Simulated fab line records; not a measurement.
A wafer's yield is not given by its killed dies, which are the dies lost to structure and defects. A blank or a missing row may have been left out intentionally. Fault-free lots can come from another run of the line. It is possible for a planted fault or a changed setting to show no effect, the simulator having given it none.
Which of the tools did it? + flow sky130 + 36 wafers from 12 lots sampled at 5 of the route's 708 steps

WHAT THE GAUGES SHOWED, per wafer
SKY_SONOS_TUNNEL_OVL_MEAS_08. Usual: SONOS_TUNNEL_OVL -0.6 nm, standard deviation 1.4.
| lot  | measured     | on         | SONOS_TUNNEL_OVL (nm) | flag |
|------|--------------|------------|-----------------------|------|
| L658 | day 11 02:54 | overlay-01 | -0.1 -0.1 -1.1        |      |
| L660 | day 12 03:05 | overlay-02 | 0.4 -2.0 -0.7         |      |
| L663 | day 12 19:43 | overlay-01 | -0.4 0.2 -1.9         |      |
| L664 | day 13 07:43 | overlay-02 | -2.1 -1.7 -1.6        |      |
| L666 | day 13 19:20 | overlay-02 | -1.0 0.9 0.7          |      |
| L669 | day 15 07:43 | overlay-02 | 2.1 1.1 1.6           |      |
| L676 | day 17 22:55 | overlay-01 | 0.6 -0.6 1.2          |      |
| L677 | day 18 01:32 | overlay-01 | -2.7 0.3 -1.3         |      |
| L679 | day 18 11:05 | overlay-01 | -0.4 -0.2 -1.5        |      |
| L678 | day 18 11:34 | overlay-01 | 0.4 -1.0 0.5          |      |
| L680 | day 18 19:02 | overlay-01 | -3.1 -4.0 -4.0        |      |
| L681 | day 18 22:59 | overlay-01 | 1.6 2.5 1.2           |      |

SKY_SONOS_ONO_THK_MEAS_05. Usual: SONOS_ONO_CVD_04_THK 5.76 nm, standard deviation 0.11.
| lot  | measured     | on            | SONOS_ONO_CVD_04_THK (nm) | flag |
|------|--------------|---------------|---------------------------|------|
| L658 | day 11 08:52 | film-metro-01 | 5.87 5.93 5.91            |      |
| L660 | day 12 09:26 | film-metro-01 | 5.93 5.96 5.90            |      |
| L663 | day 13 00:38 | film-metro-03 | 5.69 5.68 5.67            |      |
| L664 | day 13 14:28 | film-metro-01 | 5.82 5.66 5.80            |      |
| L666 | day 14 02:47 | film-metro-01 | 5.87 5.87 5.82            |      |
| L669 | day 15 12:36 | film-metro-04 | 6.14 5.98 6.01            |      |
| L676 | day 18 03:47 | film-metro-03 | 5.76 5.80 5.79            |      |
| L677 | day 18 06:12 | film-metro-04 | 5.92 5.74 5.82            |      |
| L679 | day 18 15:25 | film-metro-03 | 5.85 5.82 5.84            |      |
| L678 | day 18 19:44 | film-metro-04 | 5.90 5.83 5.98            |      |
| L680 | day 19 02:49 | film-metro-03 | 6.00 5.92 5.85            |      |
| L681 | day 19 06:52 | film-metro-04 | 5.98 5.83 5.83            |      |

TOOL THAT RAN EACH LOT (tool first, then ch and the chambers of the sampled wafers, then the start)
| lot  | SKY_VT_ADJUST_HVTR_STRIP_10          | SKY_VT_ADJUST_PCH_STRIP_09           | SKY_SONOS_ONO_CVD_04        |
|------|--------------------------------------|--------------------------------------|-----------------------------|
| L658 | plasma-asher-02 ch 0,1, day 9 06:38  | plasma-asher-01 ch 0,1, day 10 04:44 | lpcvd-03 ch 0, day 11 07:37 |
| L660 | plasma-asher-03 ch 0,1, day 10 04:46 | plasma-asher-03 ch 0,1, day 11 03:38 | lpcvd-03 ch 0, day 12 08:11 |
| L663 | plasma-asher-04 ch 0,1, day 10 20:01 | plasma-asher-01 ch 0,1, day 11 19:14 | lpcvd-03 ch 0, day 12 22:45 |
| L664 | plasma-asher-02 ch 0,1, day 11 05:34 | plasma-asher-01 ch 0,1, day 12 05:02 | lpcvd-03 ch 1, day 13 13:12 |
| L666 | plasma-asher-03 ch 0,1, day 11 17:50 | plasma-asher-01 ch 0,1, day 12 17:31 | lpcvd-03 ch 0, day 14 01:32 |
| L669 | plasma-asher-03 ch 0,1, day 13 03:08 | plasma-asher-01 ch 0,1, day 14 04:44 | lpcvd-03 ch 1, day 15 11:21 |
| L676 | plasma-asher-03 ch 0,1, day 15 14:11 | plasma-asher-01 ch 0,1, day 16 17:46 | lpcvd-03 ch 0, day 18 02:32 |
| L677 | plasma-asher-04 ch 0,1, day 15 16:29 | plasma-asher-02 ch 0,1, day 16 19:59 | lpcvd-03 ch 1, day 18 04:57 |
| L679 | plasma-asher-04 ch 0,1, day 16 01:29 | plasma-asher-01 ch 0,1, day 17 05:11 | lpcvd-03 ch 0, day 18 14:09 |
| L678 | plasma-asher-03 ch 0,1, day 16 01:49 | plasma-asher-03 ch 0,1, day 17 05:35 | lpcvd-03 ch 1, day 18 18:28 |
| L680 | plasma-asher-03 ch 0,1, day 16 07:44 | plasma-asher-01 ch 0,1, day 17 13:17 | lpcvd-03 ch 0, day 19 01:34 |
| L681 | plasma-asher-04 ch 0,1, day 16 11:23 | plasma-asher-01 ch 0,1, day 17 17:10 | lpcvd-03 ch 0, day 19 05:37 |
- SKY_VT_ADJUST_HVTR_STRIP_10: strips in O2/N2.
- SKY_VT_ADJUST_PCH_STRIP_09: strips in O2/N2.
- SKY_SONOS_ONO_CVD_04: deposits SiO2 from SiH4/N2O, target thk 5.7199 nm.

WHAT THE TOOLS THEMSELVES READ (means of the sampled wafers that have a number; where no wafer has one, the mark that the record gives instead)
SKY_VT_ADJUST_HVTR_STRIP_10. Usual: drypump-motor-current-A 5.7 A, standard deviation 0.56; oes-product-au 0.717 a.u., standard deviation 0.0047; strip-time-to-endpoint-s 14.18 s, standard deviation 0.04.
| lot  | tool            | drypump-motor-current-A (A) | oes-product-au (a.u.) | strip-time-to-endpoint-s (s) | flag |
|------|-----------------|-----------------------------|-----------------------|------------------------------|------|
| L658 | plasma-asher-02 | 5.8                         | 0.720                 | 14.25                        |      |
| L660 | plasma-asher-03 | 5.6                         | 0.720                 | 14.13                        |      |
| L663 | plasma-asher-04 | 5.8                         | 0.719                 | 14.10                        |      |
| L664 | plasma-asher-02 | 5.8                         | 0.714                 | 14.22                        |      |
| L666 | plasma-asher-03 | 6.1                         | 0.720                 | 14.17                        |      |
| L669 | plasma-asher-03 | 6.1                         | 0.719                 | 14.20                        |      |
| L676 | plasma-asher-03 | 5.7                         | 0.722                 | 14.12                        |      |
| L677 | plasma-asher-04 | 5.5                         | 0.717                 | 14.17                        |      |
| L679 | plasma-asher-04 | 5.5                         | 0.715                 | 14.21                        |      |
| L678 | plasma-asher-03 | 6.1                         | 0.714                 | 14.19                        |      |
| L680 | plasma-asher-03 | 5.7                         | 0.712                 | 14.17                        |      |
| L681 | plasma-asher-04 | 5.8                         | 0.722                 | 14.18                        |      |

SKY_VT_ADJUST_PCH_STRIP_09. Usual: drypump-motor-current-A 5.9 A, standard deviation 0.61; oes-product-au 0.722 a.u., standard deviation 0.0046; strip-time-to-endpoint-s 37.00 s, standard deviation 0.09.
| lot  | tool            | drypump-motor-current-A (A) | oes-product-au (a.u.) | strip-time-to-endpoint-s (s) | flag |
|------|-----------------|-----------------------------|-----------------------|------------------------------|------|
| L658 | plasma-asher-01 | 6.2                         | 0.718                 | 36.99                        |      |
| L660 | plasma-asher-03 | 6.1                         | 0.723                 | 36.94                        |      |
| L663 | plasma-asher-01 | 6.1                         | 0.726                 | 37.06                        |      |
| L664 | plasma-asher-01 | 6.1                         | 0.722                 | 36.96                        |      |
| L666 | plasma-asher-01 | 5.7                         | 0.720                 | 36.88                        |      |
| L669 | plasma-asher-01 | 6.1                         | 0.722                 | 36.97                        |      |
| L676 | plasma-asher-01 | 5.7                         | 0.725                 | 36.89                        |      |
| L677 | plasma-asher-02 | 5.7                         | 0.720                 | 37.02                        |      |
| L679 | plasma-asher-01 | 5.7                         | 0.725                 | 37.01                        |      |
| L678 | plasma-asher-03 | 6.1                         | 0.727                 | 37.02                        |      |
| L680 | plasma-asher-01 | 6.2                         | 0.720                 | 36.87                        |      |
| L681 | plasma-asher-01 | 6.1                         | 0.721                 | 37.03                        |      |

SKY_SONOS_ONO_CVD_04. Usual: spike-tc-lower-C 900.8 C, standard deviation 1.4; spike-tc-top-C 912 C, standard deviation 3.3; zone-power-bottom-pct 28.9 %, standard deviation 2.2.
| lot  | tool     | spike-tc-lower-C (C) | spike-tc-top-C (C) | zone-power-bottom-pct (%) | flag |
|------|----------|----------------------|--------------------|---------------------------|------|
| L658 | lpcvd-03 | 900.2                | 915                | 27.0                      |      |
| L660 | lpcvd-03 | 900.6                | 914                | 26.9                      |      |
| L663 | lpcvd-03 | 899.0                | 916                | 26.8                      |      |
| L664 | lpcvd-03 | 901.2                | 910                | 31.1                      |      |
| L666 | lpcvd-03 | 900.4                | 915                | 27.2                      |      |
| L669 | lpcvd-03 | 902.9                | 910                | 31.2                      |      |
| L676 | lpcvd-03 | 899.8                | 914                | 27.0                      |      |
| L677 | lpcvd-03 | 901.8                | 909                | 31.1                      |      |
| L679 | lpcvd-03 | 899.7                | 915                | 26.8                      |      |
| L678 | lpcvd-03 | 901.9                | 907                | 31.4                      |      |
| L680 | lpcvd-03 | 900.5                | 915                | 26.9                      |      |
| L681 | lpcvd-03 | 899.5                | 916                | 27.1                      |      |

THE ANSWER, worked out from the rows above alone
Rule: a lot is off if the mean of its wafers that have a number lies more than 3 standard deviations from the usual mean. Also off: a lot with no number at a reading for which 4 or more lots have one. Where the step has rows for the other lots, those lots are counted as sound. The gauges are gone through in route order, then the tools' own readings, and for those a lot's mean is taken as printed above. The first step at which some lot is off is used, and at that step the reading that is off furthest; a lot without a number counts as furthest.
No lot is off at any reading shown: from this, nothing can be told.

WHAT HAD BEEN PUT IN BY THE SIMULATOR
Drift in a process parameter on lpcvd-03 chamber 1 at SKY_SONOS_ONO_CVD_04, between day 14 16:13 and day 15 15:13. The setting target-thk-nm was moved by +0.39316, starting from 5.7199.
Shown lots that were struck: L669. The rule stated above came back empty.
